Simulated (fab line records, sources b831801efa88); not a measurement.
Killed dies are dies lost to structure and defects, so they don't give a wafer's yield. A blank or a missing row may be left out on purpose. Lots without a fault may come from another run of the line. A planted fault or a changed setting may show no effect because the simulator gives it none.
fab line records | flow gf180mcu
record lots=5 wafers=15 last_day=34
route steps=602 shown SAB@265 SALICIDE@278 CONTACT@287
lots that met no fault: from a run of the same line without faults
start_h: hours from the record's first day to the start of the lot's first wafer shown | wait_h: hours since the lot's step before | " the same as in the row above | L1.1+2: a row that stands for several wafers | - no value, or no start given | * or withheld: withheld | < > ~ a bound
route shown NAME@n: a module of which the file shows steps, and the number in the route of the first | usual: mean/standard deviation of fault-free wafers | same: alike in all rows | chamber/n: place in a boat | sites: the reading at each site | _std_site: their standard deviation | _edge_site: outer sites' mean less inner sites' | radius_mm: how far each site lies from the wafer's centre | mask NAME#n: copy n | behind: the tool/chamber that last shaped the wafer | hold: why the lot was held/for how many hours/how that ended | device: the transistor (n, p or np) that didn't switch | end of line: the same wafers' tests at the end of the route | a step without rows: its recipe alone | killed: dies lost to structure and defects at the first sort, not the wafer's yield | map: a wafer's dies, x killed, . not, _ none there
set.NAME: the setting as run; set.NAME@STEP: as run at that earlier step | model.NAME: the simulator's own value behind a step, which no gauge read
lots at some steps of the route; a table a step, a row a wafer
services: from which hour (start_h, from the record's first day; less than 0 if before it) a tool's chamber was out of use, for how many hours, and why
## steps
# step GF_SAB_THK_MEAS_01
# recipe reads=SiO2_of_SAB_CVD_00
# usual SAB_CVD_00_THK=50.0/0.75
# columns lot.wafer tool chamber start_h wait_h SAB_CVD_00_THK[nm]
L081.2 film_metro-01 - 378.71 0.0 50.2
L081.3 " - " " 49.6
L081.5 " - " " 50.6
L082.2 film_metro-01 - 390.41 0.0 50.3
L082.3 " - " " 50.3
L082.6 " - " " 50.0
L084.2 film_metro-01 - 404.71 0.0 51.7
L084.4 " - " " 51.5
L084.5 " - " " 50.8
L089.1 film_metro-01 - 452.99 0.0 49.9
L089.2 " - " " 49.2
L089.6 " - " " 50.2
L093.1 film_metro-02 - 484.49 0.0 50.1
L093.2 " - " " 48.7
L093.5 " - " " 50.3
# step GF_SAB_DEHYDRATE_02
# recipe temp_c=200 time_s=60
# usual chill_plate_temp_C=23.01/0.1 heater_power_total_W=160.37/0.12
# columns lot.wafer tool chamber start_h wait_h chill_plate_temp_C heater_power_total_W
L081.2 litho_track-01 0 389.03 10.3 22.95 160.35
L081.3 " 0 " " 23.11 160.41
L081.5 " 0 " " 23.10 160.31
L082.2 litho_track-04 0 401.62 11.2 23.11 160.37
L082.3 " 0 " " 23.18 160.55
L082.6 " 0 " " 23.14 160.27
L084.2 litho_track-01 0 416.03 11.3 22.97 160.23
L084.4 " 0 " " 23.15 160.51
L084.5 " 0 " " 23.12 160.49
L089.1 litho_track-04 0 464.70 11.7 22.98 160.34
L089.2 " 0 " " 23.13 160.46
L089.6 " 0 " " 23.01 160.41
L093.1 litho_track-01 0 495.55 11.1 22.87 160.27
L093.2 " 0 " " 22.89 160.24
L093.5 " 0 " " 22.98 160.36
# step GF_SAB_HMDS_03
# recipe prime_time_s=60 prime_temp_c=120
# usual chill_plate_temp_C=23.00/0.1
# columns lot.wafer tool chamber start_h wait_h chill_plate_temp_C
L081.2 litho_track-01 0 389.18 0.1 23.17
L081.3 " 0 " " 23.04
L081.5 " 0 " " 23.08
L082.2 litho_track-04 0 401.77 0.1 22.94
L082.3 " 0 " " 23.03
L082.6 " 0 " " 23.03
L084.2 litho_track-01 0 416.18 0.1 23.05
L084.4 " 0 " " 23.18
L084.5 " 0 " " 22.93
L089.1 litho_track-04 0 464.85 0.1 22.88
L089.2 " 0 " " 22.81
L089.6 " 0 " " 22.81
L093.1 litho_track-01 0 495.70 0.1 22.81
L093.2 " 0 " " 23.11
L093.5 " 0 " " 22.99
# step GF_SAB_COAT_04
# recipe resist=NOVOLAK spin_rpm=3000 resist_thk_nm=1000
# usual chill_plate_temp_C=23.02/0.11
# columns lot.wafer tool chamber start_h wait_h chill_plate_temp_C
L081.2 litho_track-01 0 389.33 0.1 23.24
L081.3 " 0 " " 23.40
L081.5 " 0 " " 23.28
L082.2 litho_track-04 0 401.92 0.1 22.96
L082.3 " 0 " " 23.08
L082.6 " 0 " " 23.06
L084.2 litho_track-01 0 416.33 0.1 23.01
L084.4 " 0 " " 22.98
L084.5 " 0 " " 23.09
L089.1 litho_track-04 0 465.00 0.1 23.10
L089.2 " 0 " " 23.07
L089.6 " 0 " " 22.89
L093.1 litho_track-01 0 495.85 0.1 23.04
L093.2 " 0 " " 23.21
L093.5 " 0 " " 22.96
# step GF_SAB_SOFTBAKE_05
# recipe temp_c=90 time_s=60 resist=NOVOLAK
# usual chill_plate_temp_C=23.00/0.1 heater_power_total_W=56.60/0.043
# columns lot.wafer tool chamber start_h wait_h chill_plate_temp_C heater_power_total_W
L081.2 litho_track-01 0 389.48 0.1 22.88 56.56
L081.3 " 0 " " 22.94 56.57
L081.5 " 0 " " 22.97 56.59
L082.2 litho_track-04 0 402.07 0.1 22.94 56.73
L082.3 " 0 " " 23.00 56.51
L082.6 " 0 " " 23.19 56.53
L084.2 litho_track-01 0 416.48 0.1 23.09 56.60
L084.4 " 0 " " 23.20 56.64
L084.5 " 0 " " 23.21 56.60
L089.1 litho_track-04 0 465.15 0.1 23.10 56.56
L089.2 " 0 " " 22.98 56.61
L089.6 " 0 " " 23.12 56.64
L093.1 litho_track-01 0 496.00 0.1 22.96 56.70
L093.2 " 0 " " 22.81 56.57
L093.5 " 0 " " 22.93 56.64
# step GF_SAB_EXPOSE_06
# recipe mask_id=SAB target_cd_nm=420 na=0.6 source_shape=conventional sigma_outer=0.6 dose_mj=140
# usual focus_offset_nm=-0.1/0.58
# same na=0.6
# columns lot.wafer tool chamber start_h wait_h mask focus_offset_nm
L081.2 iline_stepper-02 0 - - SAB#0 -0.2
L081.3 " 0 " " SAB#0 0.0
L081.5 " 0 " " SAB#0 0.1
L082.2 iline_stepper-01 0 - - SAB#0 -0.2
L082.3 " 0 " " SAB#0 0.6
L082.6 " 0 " " SAB#0 0.3
L084.2 iline_stepper-01 0 - - SAB#0 0.2
L084.4 " 0 " " SAB#0 0.3
L084.5 " 0 " " SAB#0 0.7
L089.1 iline_stepper-01 0 - - SAB#0 -0.8
L089.2 " 0 " " SAB#0 0.2
L089.6 " 0 " " SAB#0 -0.3
L093.1 iline_stepper-02 0 - - SAB#0 0.4
L093.2 " 0 " " SAB#0 0.4
L093.5 " 0 " " SAB#0 0.3
# step GF_SAB_PEB_07
# recipe temp_c=withheld time_s=* resist=NOVOLAK
# usual chill_plate_temp_C=*
# columns lot.wafer tool chamber start_h wait_h chill_plate_temp_C
L081.2 litho_track-01 0 - - *
L081.3 " 0 " " *
L081.5 " 0 " " *
L082.2 litho_track-02 0 - - *
L082.3 " 0 " " *
L082.6 " 0 " " *
L084.2 litho_track-02 0 - - *
L084.4 " 0 " " *
L084.5 " 0 " " *
L089.1 litho_track-04 0 - - *
L089.2 " 0 " " *
L089.6 " 0 " " *
L093.1 litho_track-02 0 - - *
L093.2 " 0 " " *
L093.5 " 0 " " *
# step GF_SAB_DEVELOP_08
# recipe develop_time_s=60 dev_temp_c=23
# usual chill_plate_temp_C=22.97/0.086
# columns lot.wafer tool chamber start_h wait_h chill_plate_temp_C
L081.2 litho_track-01 0 400.93 0.1 22.97
L081.3 " 0 " " 22.90
L081.5 " 0 " " 23.22
L082.2 litho_track-02 0 413.85 0.1 22.86
L082.3 " 0 " " 22.90
L082.6 " 0 " " 22.96
L084.2 litho_track-02 0 428.30 0.1 23.02
L084.4 " 0 " " 23.17
L084.5 " 0 " " 23.02
L089.1 litho_track-04 0 477.15 0.1 23.00
L089.2 " 0 " " 23.11
L089.6 " 0 " " 23.08
L093.1 litho_track-02 0 507.58 0.1 22.84
L093.2 " 0 " " 22.85
L093.5 " 0 " " 22.88
# step GF_SAB_CD_MEAS_09
# recipe target_cd_nm=420
# usual cd_nm=419.7/1.8
# columns lot.wafer tool chamber start_h wait_h cd_nm
L081.2 cd_sem-01 - 401.07 0.1 417.4
L081.3 " - " " 418.1
L081.5 " - " " 418.8
L082.2 cd_sem-01 - 414.00 0.1 419.7
L082.3 " - " " 421.3
L082.6 " - " " 420.3
L084.2 cd_sem-01 - 428.45 0.1 420.8
L084.4 " - " " 420.5
L084.5 " - " " 421.8
L089.1 cd_sem-01 - 477.30 0.1 419.2
L089.2 " - " " 418.3
L089.6 " - " " 419.6
L093.1 cd_sem-02 - 507.73 0.1 417.5
L093.2 " - " " 416.7
L093.5 " - " " 417.3
# step GF_SAB_OVL_MEAS_10
# usual SAB_OVL=-1.2/1.6
# columns lot.wafer tool chamber start_h wait_h SAB_OVL[nm]
L081.2 overlay-01 - 401.18 0.1 -1.9
L081.3 " - " " -0.2
L081.5 " - " " -1.0
L082.2 overlay-02 - 414.10 0.1 -1.7
L082.3 " - " " -2.9
L082.6 " - " " -2.2
L084.2 overlay-02 - 428.55 0.1 -3.2
L084.4 " - " " -3.1
L084.5 " - " " -2.8
L089.1 overlay-02 - 477.42 0.1 -0.1
L089.2 " - " " -0.2
L089.6 " - " " 0.5
L093.1 overlay-01 - 507.85 0.1 -3.7
L093.2 " - " " -4.0
L093.5 " - " " -2.2
# step GF_SAB_ETCH_11
# recipe chemistry=C4F8/O2/Ar mask_material=NOVOLAK target=SiO2 target_depth_nm=55 source_w=1500 bias_w=1200 pressure_mtorr=40 c4f8_flow_sccm=withheld O2_flow_sccm=6 Ar_flow_sccm=300 time_s=8.5
# usual oes_product_au=0.997/0.011
# columns lot.wafer tool chamber start_h wait_h oes_product_au rf_hours_counter_h
L081.2 rie_diel-01 0 401.21 0.0 1.000 73
L081.3 " 2 " " 0.993 79
L081.5 " 2 " " 1.001 -
L082.2 rie_diel-01 1 414.13 0.0 1.000 7
L082.3 " 3 " " 0.985 16
L082.6 " 0 " " 0.998 -
L084.2 rie_diel-01 2 428.58 0.0 1.002 80
L084.4 " 3 " " 0.999 16
L084.5 " 0 " " 1.005 -
L089.1 rie_diel-03 0 477.45 0.0 0.997 2
L089.2 " 1 " " 1.003 19
L089.6 " 1 " " 1.002 -
L093.1 rie_diel-02 2 507.88 0.0 0.995 5
L093.2 " 1 " " 0.993 9
L093.5 " 0 " " 0.993 -
# step GF_SAB_WET_ETCH_12
# recipe chemistry=dHF target_depth_nm=22 dry=n2_spin target=SiO2 temp_c=25 dilution=100:1 time_s=440
# columns lot.wafer tool chamber start_h wait_h
L081.2+3+5 wet_bench-04 2 401.23 0.0
L082.2+3+6 wet_bench-03 2 414.16 0.0
L084.2+4+5 wet_bench-01 2 428.61 0.0
L089.1+2+6 wet_bench-01 1 477.47 0.0
L093.1+2+5 wet_bench-03 2 507.90 0.0
# step GF_SAB_STRIP_13
# recipe chemistry=O2/N2 power_w=1400 pressure_mtorr=1500 platen_temp_c=250 o2_flow_sccm=3000 n2_flow_sccm=300 overash_fraction=0.5
# usual drypump_motor_current_A=5.8/0.56 heater_power_w=328/14 oes_product_au=0.710/0.0046 strip_time_to_endpoint_s=12.60/0.036
# columns lot.wafer tool chamber start_h wait_h drypump_motor_current_A heater_power_w oes_product_au rf_hours_counter_h strip_time_to_endpoint_s
L081.2 plasma_asher-01 0 401.36 0.0 5.3 317 0.711 31 12.59
L081.3 " 1 " " 5.3 345 0.710 - 12.56
L081.5 " 0 " " 5.3 319 0.700 - 12.60
L082.2 plasma_asher-01 0 414.29 0.0 5.3 314 0.708 32 12.65
L082.3 " 1 " " 5.3 340 0.712 - 12.62
L082.6 " 0 " " 5.3 317 0.709 - 12.61
L084.2 plasma_asher-03 1 428.75 0.0 6.6 340 0.707 63 12.56
L084.4 " 0 " " 5.5 334 0.722 - 12.61
L084.5 " 1 " " 6.6 333 0.710 - 12.56
L089.1 plasma_asher-03 1 477.60 0.0 6.6 336 0.709 68 12.55
L089.2 " 0 " " 5.5 332 0.707 68 12.55
L089.6 " 1 " " 6.6 327 0.713 - 12.56
L093.1 plasma_asher-03 1 508.05 0.0 6.6 336 0.711 72 12.61
L093.2 " 0 " " 5.5 341 0.710 72 12.61
L093.5 " 0 " " 5.5 336 0.706 - 12.57
# step GF_SALICIDE_CLEAN_00
# recipe chemistry=SC1/SC2 mix=1:4:20 temp_c=70 time_s=150
# columns lot.wafer tool chamber start_h wait_h
L081.2+3+5 wet_bench-01 3 401.46 0.1
L082.2+3+6 wet_bench-02 2 414.39 0.1
L084.2+4+5 wet_bench-02 0 428.85 0.1
L089.1+2+6 wet_bench-02 2 477.70 0.1
L093.1+2+5 wet_bench-02 1 508.15 0.1
# step GF_SALICIDE_WET_ETCH_01
# recipe chemistry=dHF target_depth_nm=5 dry=ipa_marangoni target=SiO2 temp_c=25 dilution=100:1 time_s=100
# columns lot.wafer tool chamber start_h wait_h
L081.2+3+5 wet_bench-03 3 401.51 0.0
L082.2+3+6 wet_bench-01 1 414.44 0.0
L084.2+4+5 wet_bench-03 1 428.90 0.0
L089.1+2+6 wet_bench-03 0 477.75 0.0
L093.1+2+5 wet_bench-03 2 508.20 0.0
# step GF_SALICIDE_SPUTTER_02
# recipe material=Co target_thk_nm=10 power_w=1000 time_s=20 chamber_pressure_pa=0.4
# usual throttle_valve_pct=30.3/1.1
# columns lot.wafer tool chamber start_h wait_h throttle_valve_pct
L081.2 pvd_sputter-01 - 401.55 0.0 30.7
L081.3 " - " " 31.1
L081.5 " - " " 30.8
L082.2 pvd_sputter-03 - 414.47 0.0 29.0
L082.3 " - " " 30.9
L082.6 " - " " 29.1
L084.2 pvd_sputter-01 - 428.94 0.0 31.0
L084.4 " - " " 30.8
L084.5 " - " " 31.2
L089.1 pvd_sputter-02 - 477.79 0.0 30.2
L089.2 " - " " 32.0
L089.6 " - " " 31.5
L093.1 pvd_sputter-03 - 508.24 0.0 30.3
L093.2 " - " " 29.0
L093.5 " - " " 30.9
# step GF_SALICIDE_SPUTTER_03
# recipe material=TiN target_thk_nm=20 power_w=6500 time_s=16.7 chamber_pressure_pa=0.4
# usual throttle_valve_pct=30.3/1.1
# columns lot.wafer tool chamber start_h wait_h throttle_valve_pct
L081.2 pvd_sputter-01 - 401.58 0.0 30.9
L081.3 " - " " 31.3
L081.5 " - " " 30.7
L082.2 pvd_sputter-03 - 414.50 0.0 29.0
L082.3 " - " " 30.9
L082.6 " - " " 29.2
L084.2 pvd_sputter-01 - 428.97 0.0 31.0
L084.4 " - " " 30.6
L084.5 " - " " 31.1
L089.1 pvd_sputter-02 - 477.82 0.0 30.2
L089.2 " - " " 31.7
L089.6 " - " " 31.2
L093.1 pvd_sputter-03 - 508.26 0.0 30.3
L093.2 " - " " 29.1
L093.5 " - " " 30.9
# step GF_SALICIDE_RS_MEAS_04
# recipe thk_meas_gauge=four-point-probe reads=TiN_of_SALICIDE_SPUTTER_03+Co_of_SALICIDE_SPUTTER_02
# usual SALICIDE_TIN_RS=16.4/0.3
# columns lot.wafer tool chamber start_h wait_h SALICIDE_TIN_RS[ohm/sq]
L081.2 film_metro-03 - 401.62 0.0 16.1
L081.3 " - " " 16.5
L081.5 " - " " 16.1
L082.2 film_metro-01 - 414.55 0.0 17.0
L082.3 " - " " 16.8
L082.6 " - " " 17.0
L084.2 film_metro-01 - 429.02 0.0 16.7
L084.4 " - " " 16.6
L084.5 " - " " 17.0
L089.1 film_metro-04 - 477.84 0.0 16.2
L089.2 " - " " 16.6
L089.6 " - " " 15.9
L093.1 film_metro-03 - 508.29 0.0 16.2
L093.2 " - " " 16.2
L093.5 " - " " 16.0
# step GF_SALICIDE_THK_MEAS_05
# recipe thk_meas_gauge=xrf reads=TiN_of_SALICIDE_SPUTTER_03
# usual SALICIDE_TIN_THK=19.97/0.27
# columns lot.wafer tool chamber start_h wait_h SALICIDE_TIN_THK[nm]
L081.2 film_metro-03 - 401.73 0.1 19.82
L081.3 " - " " 20.39
L081.5 " - " " 20.10
L082.2 film_metro-01 - 414.66 0.1 20.04
L082.3 " - " " 20.22
L082.6 " - " " 20.22
L084.2 film_metro-01 - 429.13 0.1 20.15
L084.4 " - " " 19.85
L084.5 " - " " 20.20
L089.1 film_metro-04 - 477.96 0.1 19.51
L089.2 " - " " 19.46
L089.6 " - " " 19.85
L093.1 film_metro-03 - 508.41 0.1 19.62
L093.2 " - " " 19.78
L093.5 " - " " 19.78
# step GF_SALICIDE_RTA_06
# recipe temp_c=530 time_s=30 ambient=N2
# usual lamp_power_pct=6.42/0.22 wafer_temp_C_max=532.5/0.56
# columns lot.wafer tool chamber start_h wait_h lamp_power_pct wafer_temp_C_max
L081.2 rtp_anneal-02 0 401.80 0.1 6.61 532.8
L081.3 " 0 " " 6.61 532.8
L081.5 " 0 " " 6.61 532.9
L082.2 rtp_anneal-02 0 414.72 0.1 6.60 533.2
L082.3 " 0 " " 6.60 532.2
L082.6 " 0 " " 6.60 533.3
L084.2 rtp_anneal-02 0 429.19 0.1 6.61 532.5
L084.4 " 0 " " 6.60 532.6
L084.5 " 0 " " 6.60 533.7
L089.1 rtp_anneal-02 0 478.02 0.1 6.60 532.3
L089.2 " 0 " " 6.60 533.2
L089.6 " 0 " " 6.60 533.4
L093.1 rtp_anneal-01 0 508.47 0.1 6.16 531.5
L093.2 " 0 " " 6.16 532.2
L093.5 " 0 " " 6.15 531.9
# step GF_SALICIDE_WET_ETCH_07
# recipe chemistry=SPM target_depth_nm=120 dry=n2_spin
# columns lot.wafer tool chamber start_h wait_h
L081.2+3+5 wet_bench-02 0 401.88 0.1
L082.2+3+6 wet_bench-02 2 414.81 0.1
L084.2+4+5 wet_bench-01 3 429.28 0.1
L089.1+2+6 wet_bench-03 2 478.12 0.1
L093.1+2+5 wet_bench-03 1 508.57 0.1
# step GF_SALICIDE_RTA_08
# recipe temp_c=800 time_s=30 ambient=N2
# usual lamp_power_pct=17.7/0.61 wafer_temp_C_max=803.7/0.86
# columns lot.wafer tool chamber start_h wait_h lamp_power_pct wafer_temp_C_max
L081.2 rtp_anneal-02 0 401.99 0.0 18.4 806.5
L081.3 " 0 " " 18.4 803.9
L081.5 " 0 " " 18.3 803.4
L082.2 rtp_anneal-01 0 414.91 0.0 17.1 803.7
L082.3 " 0 " " 17.1 803.0
L082.6 " 0 " " 17.1 802.4
L084.2 rtp_anneal-01 0 429.39 0.0 17.1 803.6
L084.4 " 0 " " 17.1 803.0
L084.5 " 0 " " 17.1 802.7
L089.1 rtp_anneal-01 0 478.22 0.0 17.1 802.8
L089.2 " 0 " " 17.1 802.8
L089.6 " 0 " " 17.1 803.6
L093.1 rtp_anneal-02 0 508.67 0.0 18.3 805.0
L093.2 " 0 " " 18.3 804.0
L093.5 " 0 " " 18.3 805.1
# step GF_CONTACT_CVD_00
# recipe material=SiO2 target_thk_nm=300 sigma_open_frac=0.3 temp_c=400 time_s=50 sih4_flow_sccm=60 pressure_mtorr=6
# columns lot.wafer tool chamber start_h wait_h
L081.2+3+5 hdpcvd-02 0,1,2 402.07 0.1
L082.2+3+6 hdpcvd-01 1,2,2 415.00 0.1
L084.2+4+5 hdpcvd-01 2,2,0 429.48 0.1
L089.1+2+6 hdpcvd-02 1,0,0 478.32 0.1
L093.1+2+5 hdpcvd-02 0,1,0 508.77 0.1
# step GF_CONTACT_THK_MEAS_01
# recipe reads=SiO2_of_CONTACT_CVD_00
# usual CONTACT_CVD_00_THK=301/3.4
# columns lot.wafer tool chamber start_h wait_h CONTACT_CVD_00_THK[nm]
L081.2 film_metro-04 - 402.13 0.0 301
L081.3 " - " " 298
L081.5 " - " " 301
L082.2 film_metro-03 - 415.10 0.1 308
L082.3 " - " " 300
L082.6 " - " " 301
L084.2 film_metro-03 - 429.53 0.0 297
L084.4 " - " " 299
L084.5 " - " " 307
L089.1 film_metro-02 - 478.36 0.0 298
L089.2 " - " " 301
L089.6 " - " " 305
L093.1 film_metro-04 - 508.81 0.0 306
L093.2 " - " " 298
L093.5 " - " " 305
# step GF_CONTACT_CVD_02
# recipe material=SiO2 target_thk_nm=860 precursor=TEOS temp_c=400 time_s=95.992 rf_w=600
# usual heater_power_outer_w=377/88 heater_power_w=681/130
# columns lot.wafer tool chamber start_h wait_h heater_power_outer_w heater_power_w since_wet_clean_h
L081.2 pecvd-02 0 402.18 0.0 288 557 436
L081.3 " 0 " " 326 597 -
L081.5 " 0 " " 344 624 -
L082.2 pecvd-04 2 415.15 0.0 337 639 241
L082.3 " 1 " " 358 661 241
L082.6 " 2 " " 354 657 -
L084.2 pecvd-03 1 429.58 0.0 441 796 47
L084.4 " 2 " " 411 752 -
L084.5 " 0 " " 462 809 -
L089.1 pecvd-04 1 478.42 0.1 333 634 304
L089.2 " 2 " " 274 548 304
L089.6 " 2 " " 336 624 -
L093.1 pecvd-03 0 508.87 0.1 459 756 126
L093.2 " 1 " " 447 809 126
L093.5 " 1 " " 320 620 -
# step GF_CONTACT_THK_MEAS_03
# recipe reads=SiO2_of_CONTACT_CVD_02
# usual CONTACT_CVD_02_THK=859/13
# columns lot.wafer tool chamber start_h wait_h CONTACT_CVD_02_THK[nm]
L081.2 film_metro-02 - 402.29 0.1 863
L081.3 " - " " 871
L081.5 " - " " 873
L082.2 film_metro-03 - 415.23 0.0 857
L082.3 " - " " 856
L082.6 " - " " 863
L084.2 film_metro-03 - 429.66 0.0 859
L084.4 " - " " 883
L084.5 " - " " 890
L089.1 film_metro-02 - 478.53 0.1 847
L089.2 " - " " 839
L089.6 " - " " 854
L093.1 film_metro-02 - 508.94 0.0 857
L093.2 " - " " 856
L093.5 " - " " 862
# step GF_CONTACT_CMP_04
# recipe material=SiO2 down_force_psi=4 platen_rpm=60 pad_velocity_m_s=0.94248
# usual motor_current_A=11.8/1.1 time_to_endpoint_s=111/7
# columns lot.wafer tool chamber start_h wait_h motor_current_A time_to_endpoint_s
L081.2 cmp-02 0 402.39 0.1 11.4 104
L081.3 " 2 " " 13.5 118
L081.5 " 3 " " 12.1 120
L082.2 cmp-01 1 415.28 0.0 13.7 116
L082.3 " 0 " " 12.3 113
L082.6 " 2 " " 11.7 121
L084.2 cmp-02 3 429.71 0.0 12.1 120
L084.4 " 2 " " 12.2 125
L084.5 " 3 " " 11.3 136
L089.2 cmp-02 2 478.76 0.2 12.9 106
L089.1 " 3 " " 12.4 115
L089.6 " 1 " " 10.3 107
L093.1 cmp-02 1 509.10 0.1 10.0 107
L093.2 " 2 " " 13.0 114
L093.5 " 3 " " 11.7 120
# step GF_CONTACT_BOW_MEAS_05
# recipe mode=bow
# usual CONTACT_BOW=65/6.7
# columns lot.wafer tool chamber start_h wait_h CONTACT_BOW[um]
L081.2 film_metro-02 - 402.66 0.2 69
L081.3 " - " " 67
L081.5 " - " " 76
L082.2 film_metro-03 - 415.60 0.3 56
L082.3 " - " " 61
L082.6 " - " " 50
L084.2 film_metro-04 - 430.03 0.3 69
L084.4 " - " " 63
L084.5 " - " " 71
L089.1 film_metro-04 - 479.01 0.1 69
L089.2 " - " " 66
L089.6 " - " " 70
L093.1 film_metro-04 - 509.30 0.1 61
L093.2 " - " " 64
L093.5 " - " " 60
# step GF_CONTACT_DEHYDRATE_06
# recipe temp_c=200 time_s=60
# usual chill_plate_temp_C=23.00/0.099 heater_power_total_W=160.34/0.11
# columns lot.wafer tool chamber start_h wait_h chill_plate_temp_C heater_power_total_W
L081.2 litho_track-03 0 413.76 11.1 22.97 160.19
L081.3 " 0 " " 22.86 160.36
L081.5 " 0 " " 22.97 160.49
L082.2 litho_track-03 0 427.16 11.5 22.94 160.57
L082.3 " 0 " " 23.00 160.47
L082.6 " 0 " " 23.09 160.53
L084.2 litho_track-01 0 441.68 11.6 22.85 160.31
L084.4 " 0 " " 22.93 160.33
L084.5 " 0 " " 22.86 160.14
L089.1 litho_track-02 0 490.53 11.5 22.89 160.34
L089.2 " 0 " " 23.16 160.31
L089.6 " 0 " " 23.06 160.34
L093.1 litho_track-01 0 520.05 10.7 23.08 160.18
L093.2 " 0 " " 23.13 160.36
L093.5 " 0 " " 23.01 160.38
# step GF_CONTACT_HMDS_07
# recipe prime_time_s=60 prime_temp_c=120
# usual chill_plate_temp_C=23.01/0.11
# columns lot.wafer tool chamber start_h wait_h chill_plate_temp_C
L081.2 litho_track-03 0 413.91 0.1 23.05
L081.3 " 0 " " 22.95
L081.5 " 0 " " 23.03
L082.2 litho_track-03 0 427.31 0.1 23.15
L082.3 " 0 " " 22.88
L082.6 " 0 " " 22.96
L084.2 litho_track-01 0 441.83 0.1 22.96
L084.4 " 0 " " 23.03
L084.5 " 0 " " 22.98
L089.1 litho_track-02 0 490.68 0.1 23.00
L089.2 " 0 " " 22.84
L089.6 " 0 " " 22.96
L093.1 litho_track-01 0 520.20 0.1 23.21
L093.2 " 0 " " 23.22
L093.5 " 0 " " 23.12
# step GF_CONTACT_COAT_08
# recipe resist=BARC temp_c=withheld time_s=withheld spin_rpm=withheld resist_thk_nm=withheld
# usual chill_plate_temp_C=*
# columns lot.wafer tool chamber start_h wait_h chill_plate_temp_C
L081.2 litho_track-03 0 414.06 0.1 *
L081.3 " 0 " " *
L081.5 " 0 " " *
L082.2 litho_track-03 0 427.46 0.1 *
L082.3 " 0 " " *
L082.6 " 0 " " *
L084.2 litho_track-01 0 441.98 0.1 *
L084.4 " 0 " " *
L084.5 " 0 " " *
L089.1 litho_track-02 0 490.83 0.1 *
L089.2 " 0 " " *
L089.6 " 0 " " *
L093.1 litho_track-01 0 520.35 0.1 *
L093.2 " 0 " " *
L093.5 " 0 " " *
# step GF_CONTACT_COAT_09
# recipe resist=KrF spin_rpm=withheld resist_thk_nm=1000
# usual chill_plate_temp_C=22.99/0.11
# columns lot.wafer tool chamber start_h wait_h chill_plate_temp_C
L081.2 litho_track-03 0 - - 22.90
L081.3 " 0 " " 22.90
L081.5 " 0 " " 22.89
L082.2 litho_track-03 0 - - 23.06
L082.3 " 0 " " 23.01
L082.6 " 0 " " 23.06
L084.2 litho_track-01 0 - - 23.09
L084.4 " 0 " " 23.06
L084.5 " 0 " " 22.89
L089.1 litho_track-02 0 - - 23.02
L089.2 " 0 " " 23.20
L089.6 " 0 " " 23.19
L093.1 litho_track-01 0 - - 22.86
L093.2 " 0 " " 23.00
L093.5 " 0 " " 23.08
# step GF_CONTACT_SOFTBAKE_10
# recipe temp_c=130 time_s=60 resist=KrF
# usual chill_plate_temp_C=23.00/0.11 heater_power_total_W=93.05/0.066
# columns lot.wafer tool chamber start_h wait_h chill_plate_temp_C heater_power_total_W
L081.2 litho_track-03 0 - - 23.06 93.11
L081.3 " 0 " " 23.03 92.99
L081.5 " 0 " " 23.13 93.08
L082.2 litho_track-03 0 - - 23.06 93.01
L082.3 " 0 " " 23.18 93.05
L082.6 " 0 " " 23.10 93.02
L084.2 litho_track-01 0 - - 22.79 93.04
L084.4 " 0 " " 23.02 93.01
L084.5 " 0 " " 22.93 93.10
L089.1 litho_track-02 0 - - 22.94 93.01
L089.2 " 0 " " 22.82 93.02
L089.6 " 0 " " 22.89 93.18
L093.1 litho_track-01 0 - - 22.91 93.09
L093.2 " 0 " " 23.05 93.12
L093.5 " 0 " " 22.99 93.07
# step GF_CONTACT_EXPOSE_11
# recipe mask_id=Contact target_cd_nm=220 na=0.68 source_shape=conventional sigma_outer=0.6 dose_mj=38
# usual focus_offset_nm=-0.1/0.58
# same na=0.68
# columns lot.wafer tool chamber start_h wait_h mask focus_offset_nm
L081.2 krf_scanner-01 0 - - Contact#0 -0.5
L081.3 " 0 " " Contact#0 0.2
L081.5 " 0 " " Contact#0 0.6
L082.2 krf_scanner-02 0 - - Contact#0 -0.3
L082.3 " 0 " " Contact#0 0.2
L082.6 " 0 " " Contact#0 -0.2
L084.2 krf_scanner-01 0 - - Contact#0 -0.3
L084.4 " 0 " " Contact#0 -0.4
L084.5 " 0 " " Contact#0 0.4
L089.1 krf_scanner-02 0 - - Contact#0 -0.6
L089.2 " 0 " " Contact#0 0.4
L089.6 " 0 " " Contact#0 -0.6
L093.1 krf_scanner-01 0 - - Contact#0 -0.6
L093.2 " 0 " " Contact#0 -0.5
L093.5 " 0 " " Contact#0 0.2
# step GF_CONTACT_PEB_12
# recipe peb_temp_c=135 peb_time_s=90 resist=KrF
# usual chill_plate_temp_C=23.00/0.12 heater_power_total_W=85.71/0.087
# columns lot.wafer tool chamber start_h wait_h chill_plate_temp_C heater_power_total_W
L081.2 litho_track-01 0 - - 22.86 85.70
L081.3 " 0 " " 22.88 85.62
L081.5 " 0 " " 22.89 85.86
L082.2 litho_track-02 0 - - 22.92 85.66
L082.3 " 0 " " 23.31 85.63
L082.6 " 0 " " 23.00 85.82
L084.2 litho_track-02 0 - - 23.00 85.59
L084.4 " 0 " " 23.08 85.79
L084.5 " 0 " " 23.08 85.61
L089.1 litho_track-03 0 - - 23.04 85.72
L089.2 " 0 " " 22.99 85.79
L089.6 " 0 " " 23.06 85.64
L093.1 litho_track-01 0 - - 22.89 85.72
L093.2 " 0 " " 22.87 85.66
L093.5 " 0 " " 22.96 85.62
## services
# columns tool chamber start_h hours kind
pecvd-03 - 368.88 14.0 pm
krf_scanner-02 - 372.27 1.3 pm
hdpcvd-01 2 378.29 1.9 repair
pecvd-04 - 379.82 0.3 repair
krf_scanner-02 - 384.45 4.0 pm
krf_scanner-01 - 387.56 1.4 repair
krf_scanner-01 - 388.98 4.0 pm
krf_scanner-01 - 396.16 0.4 repair
pvd_sputter-01 - 398.68 1.9 repair
iline_stepper-01 - 399.62 1.4 repair
rtp_anneal-01 - 399.89 5.2 pm
plasma_asher-01 - 406.31 2.1 repair
plasma_asher-01 - 408.92 2.0 repair
iline_stepper-01 - 411.72 1.7 pm
krf_scanner-02 - 415.54 4.9 repair
krf_scanner-01 - 445.87 1.0 pm
pecvd-04 1 457.08 4.9 repair
pecvd-04 2 460.08 6.9 repair
rie_diel-01 2 479.60 22.2 repair
krf_scanner-01 - 506.46 1.3 pm
wet_bench-02 - 508.45 1.3 repair
pvd_sputter-01 - 510.15 2.3 repair
krf_scanner-01 - 519.57 0.8 pm
cmp-02 - 530.30 14.0 pm
## key
fault none
